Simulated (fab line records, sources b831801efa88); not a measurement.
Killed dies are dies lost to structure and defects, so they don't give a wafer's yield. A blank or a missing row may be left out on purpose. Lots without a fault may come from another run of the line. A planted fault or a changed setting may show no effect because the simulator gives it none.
Problem report in the 8D (eight disciplines) form, filled by code | flow gf180mcu | the parts of the form that need people (team, actions taken, sign-off) are left out

1. THE PROBLEM
beam_energy_keV at GF_NWELL_IMPLANT_08 reads a mean of 464.69 on 6 wafers of 2 lots; wafers without a fault read 450.02 with a standard deviation of 0.14. That is +99 or more standard deviations from the usual mean.
First seen on wafer L222.2, day 5 19:40, on implanter-01. The record holds 36 wafers of 12 lots with a number at this step. Rule for "out", or "out of limits": more than 4 standard deviations from the usual mean. The other wafers with a number count as sound.

2. WHAT IT IS AND WHAT IT IS NOT
question                    | is                     | is not
which readings at this step | beam_energy_keV        | -
which lots                  | L222, L223             | L211, L212, L213, L214, L215, L218, L219, L229, L233, L234
which wafers of those lots  | all that have a number | -
read on which tools         | implanter-01           | implanter-03, implanter-04
when                        | from day 5 19:40       | up to then (21 sound wafers); but 9 sound wafers of L229, L233, L234 came after

3. SUSPECTS, AND WHAT RULES EACH OUT
Counting: a tool at a process step up to the reading stays a suspect if it ran every lot that is out and no sound lot after the first of them.
- implanter-01 at GF_NWELL_IMPLANT_08: kept. It ran every lot that is out, first L222 (day 5 19:40), and no sound lot after that; its last sound lot up to then is L219 (day 5 03:03). Its own readings are out on those wafers: beam_energy_keV.
Left after counting: implanter-01 at GF_NWELL_IMPLANT_08.

4. THE CAUSE (what the simulator had put in)
Process parameter drift: implanter-01, from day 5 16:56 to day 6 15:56, at GF_NWELL_IMPLANT_08. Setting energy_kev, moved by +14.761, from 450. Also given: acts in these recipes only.
Counting left only this tool.

5. THE CHAIN OF EFFECTS, in route order
Each row: a reading whose mean over the struck wafers that have a number lies more than 3 standard deviations from the usual. Only readings for which the record gives a usual standard deviation are gone through. hours: the time from each lot's start at the first step in this table that gives one to its start at this step, as a median over the lots. sigmas: the change in usual standard deviations.
hours | step                | reading         | usual  | on struck wafers | change | sigmas
0     | GF_NWELL_IMPLANT_08 | beam_energy_keV | 450.02 | 464.69           | +14.67 | +99 or more
The process steps in it:
- GF_NWELL_IMPLANT_08
Later measuring or inspecting steps at which every struck wafer that the step has a row for has a number for every such reading, and none has moved that far: GF_HV_LDD_OVL_MEAS_32.

6. WHAT WOULD HAVE CAUGHT IT SOONER
In this record the first reading out of limits was taken at day 5 19:40, 3 hours after the fault began at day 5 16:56.
